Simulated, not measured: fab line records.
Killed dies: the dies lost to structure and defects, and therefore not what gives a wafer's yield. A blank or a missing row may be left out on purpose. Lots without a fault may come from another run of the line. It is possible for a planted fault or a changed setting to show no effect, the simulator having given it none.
A struck lot beside a sound one / flow sky130 / 14 steps out of a route of 708
Sound: wafers L186.2, L186.5, L186.6. The struck wafers were L191.2, L191.3, L191.6. The cause comes at the end.
Per side, at each step with rows, come the tool, then ch with its chambers, and then its first start. Under that, the readings that differ: sound wafers / struck wafers / difference of the means / sigmas: that difference in standard deviations of wafers without a fault.
alike: readings with means less than 2 such deviations apart, plus words and numbers identical on both sides. not compared: withheld readings, readings lacking a value on some wafer, bounds such as >300 that could conceal the same value, and numbers that have no deviation in the record and whose values overlap.
The two part at a step that has a row with sigmas, a row that says differs or no value, or rows on one side only. Numbers that have no deviation but don't overlap get no sigmas and don't part them. A reading missing from all wafers of one side parts the sides only when that side holds two or more wafers.

first, 1 step without rows for these wafers: SKY_LDD_P_DEVELOP_06 (develop time 60 s).
SKY_LDD_P_CD_MEAS_07 targets a cd of 380 nm.
  sound on cd_sem-01 at day 19 04:45; struck on cd_sem-02 at day 21 07:57
reading=cd_nm (nm); sound=372.6 372.5 373.0; struck=378.2 378.2 377.4; difference=+5.2; sigmas=+2
SKY_LDD_P_OVL_MEAS_08:
  sound on overlay-01 at day 19 04:52; struck on overlay-01 at day 21 08:04
  alike: LDD_P_OVL
next, for these wafers, 1 step has no rows: SKY_LDD_P_IMPLANT_09.
SKY_LDD_P_STRIP_10: strips in O2/N2.
  sound on plasma_asher-01 ch 0,1, day 19 05:02; struck on plasma_asher-01 ch 0,1, day 21 08:14
  alike: chamber_pressure_mTorr, drypump_motor_current_A, oes_product_au, strip_time_to_endpoint_s
  not compared: rf_hours_counter_h
SKY_LDD_P_TW_MEAS_11:
  sound on film_metro-04 at day 19 05:09; struck on film_metro-02 at day 21 08:21
  alike: LDD_P_TW
then, 6 steps without rows for these wafers: SKY_LDD_HVN_DEHYDRATE_00 (time 60 s); SKY_LDD_HVN_HMDS_01 (prime time 60 s); SKY_LDD_HVN_COAT_02 (resist thk 300 nm); SKY_LDD_HVN_SOFTBAKE_03 (time 60 s); SKY_LDD_HVN_EXPOSE_04 (exposes mask HVNTM, target cd 700 nm); SKY_LDD_HVN_PEB_05.
SKY_LDD_HVN_DEVELOP_06: develop time 60 s.
  sound on litho_track-01 ch 0, day 20 12:04; struck on litho_track-04, day 22 14:40
  no value came back on the struck wafers for chill_plate_temp_C (C), develop_time_s (s); on the sound wafers chill_plate_temp_C (C) reads 22.95 22.90 23.02
SKY_LDD_HVN_OVL_MEAS_07:
  sound on overlay-02 at day 20 12:11; struck on overlay-02 at day 22 14:47
reading=LDD_HVN_OVL (nm); sound=2.3 2.9 0.9; struck=- - -; difference=no value on the struck wafers; sigmas=

== WHERE THEY PART ==
Last at SKY_LDD_HVN_OVL_MEAS_07 as far as this record goes, first at SKY_LDD_P_CD_MEAS_07.

WHY: whatever the simulator had introduced
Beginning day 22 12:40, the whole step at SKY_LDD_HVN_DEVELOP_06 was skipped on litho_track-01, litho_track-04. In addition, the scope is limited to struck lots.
